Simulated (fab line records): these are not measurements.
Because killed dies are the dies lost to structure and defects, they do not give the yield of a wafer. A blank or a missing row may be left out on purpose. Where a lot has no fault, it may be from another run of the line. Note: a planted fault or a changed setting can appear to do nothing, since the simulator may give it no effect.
Matching of chambers | flow gf180mcu | GF_SAB_ETCH_11 on rie diel-04 has 4 sister chambers
The step etches SiO2 in C4F8/O2/Ar, target depth 55 nm, time 8.5 s. 8 wafers are shown with their chamber, then 7 later ones without.

== WAFERS PAIRED WITH THEIR CHAMBERS ==
wafer  | chamber | oes product au (a.u.)
L906.1 | 3       | 0.984
L907.3 | 2       | 1.002
L907.6 | 1       | 0.999
L910.2 | 0       | 0.984
L910.4 | 2       | 0.991
L910.6 | 1       | 0.993
L918.1 | 0       | 0.988
L918.2 | 3       | 0.983

== WAFERS MISSING THEIR CHAMBER ==
wafer  | oes product au (a.u.)
L918.6 | 1.003
L923.3 | 0.997
L923.5 | 0.982
L923.6 | 1.000
L925.2 | 1.005
L925.5 | 1.007
L925.6 | 1.002

== WHICH CHAMBER EACH WENT THROUGH ==
wafer  | from the rows above     | in truth
L918.6 | can't be placed: 2 or 1 | 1
L923.3 | can't be placed: 2 or 1 | 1
L923.5 | can't be placed: 3 or 0 | 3
L923.6 | can't be placed: 2 or 1 | 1
L925.2 | can't be placed: 2 or 1 | 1
L925.5 | can't be placed: 2 or 1 | 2
L925.6 | can't be placed: 2 or 1 | 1
Correct placement for 0 of the 7. Unplaceable from these rows: 7, with the true chamber sitting among the candidates in 7. Placed wrongly: 0.
How it was worked out, from the rows above alone: a wafer's distance from a chamber is the root of the sum, over the readings, of the square of ((its reading less the chamber's mean) divided by the reading's scatter). If the next closest chamber is less than 2 further off than the closest, the wafer can't be placed; otherwise it belongs to the closest. Each chamber's mean is taken over the wafers shown for it. The scatter: take each reading less its chamber's mean, square it, sum over the shown wafers, divide by the number of wafers less the number of chambers, and take the root.
